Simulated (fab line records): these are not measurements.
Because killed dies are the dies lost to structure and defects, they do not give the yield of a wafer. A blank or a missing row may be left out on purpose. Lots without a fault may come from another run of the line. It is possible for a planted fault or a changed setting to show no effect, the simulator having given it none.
Problem report, 8D (eight disciplines) form, completed by code ; flow gf180mcu ; the parts of the form that need people (team, actions taken, sign-off) are left out

1. PROBLEM STATEMENT
Wafers without a fault read 79.96 W, standard deviation 0.25; biasW at GF_HV_LDD_ETCHBACK_58 reads a mean of 85.00 W on 2 wafers belonging to 2 lots. That is +20 standard deviations from the usual mean.
The step: etches Si3N4 in CH3F/O2, stops on SiO2, time 100 s, target depth 90 nm.
Seen first at day 16 20:05 on rieDiel-04, wafer L338.2. The record holds 39 wafers of 13 lots with a number at this step. The rule behind "out" and "out of limits": a value lying over 4 standard deviations away from the usual mean. All remaining wafers that have a number are taken as sound.

2. WHAT IT IS AND WHAT IT IS NOT
question;is;is not
which readings at this step;biasW;drypumpMotorCurrentA, oesProductAu, throttleValvePct
which lots;L338, L339;L325, L327, L328, L329, L330, L331, L340, L343, L346, L347, L348
which wafers of those lots;L338.2, L339.5;L338.1, L338.4, L339.1, L339.3
read on which tools;rieDiel-04;rieDiel-01, rieDiel-02
when;from day 16 20:05;"up to then (20 sound wafers); but 17 sound wafers of L339, L340, L343, L346, L347, L348 came after"

3. WHAT RULES OUT EACH SUSPECT
Counting: any tool at a process step up to the reading remains a suspect provided it ran every lot that is out. Sound lots after the first of them don't rule it out here, since some wafers of a struck lot are sound.
- plasmaAsher-02 at GF_HV_LDD_STRIP_10 (strips in O2/N2): kept. It ran every lot that is out, first L338 (day 14 00:04).
- rieDiel-04 at GF_HV_LDD_ETCHBACK_58 (etches Si3N4 in CH3F/O2, stops on SiO2, time 100 s, target depth 90 nm): kept. It ran every lot that is out, first L338 (day 16 20:05); its last sound lot up to then is L329 (day 13 17:20). Its own readings are out on those wafers: biasW.
- In rieDiel-04 at GF_HV_LDD_ETCHBACK_58, the wafers that are out were processed in chamber 2 and their sound lot-mates in chambers 0, 1, 3.
The count leaves rieDiel-04 at GF_HV_LDD_ETCHBACK_58 and plasmaAsher-02 at GF_HV_LDD_STRIP_10.

4. THE CAUSE (what the simulator had put in)
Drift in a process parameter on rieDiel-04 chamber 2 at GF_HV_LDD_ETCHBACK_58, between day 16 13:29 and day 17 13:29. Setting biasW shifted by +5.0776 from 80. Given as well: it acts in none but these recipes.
Of the 2 suspects that counting leaves, this tool is one.

5. THE CHAIN OF EFFECTS, in route order
Each row: a reading whose mean over the struck wafers that have a number lies more than 3 standard deviations from the usual. Only readings whose record carries a usual standard deviation are examined. hours: median over the lots of the time between each lot's start at the first step of this table that gives one and its start at this step. sigmas: the change, counted in usual standard deviations.
hours;step;reading;usual;on struck wafers;change;sigmas
0;GF_HV_LDD_ETCHBACK_58;biasW;79.96 W;85.00;+5.04;+20
Here are the process steps it includes:
- GF_HV_LDD_ETCHBACK_58: etches Si3N4 in CH3F/O2, stops on SiO2, time 100 s, target depth 90 nm.

6. HOW IT WOULD HAVE BEEN CAUGHT EARLIER
In this record the first reading out of limits was taken at day 16 20:05, 7 hours after the fault began at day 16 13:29.
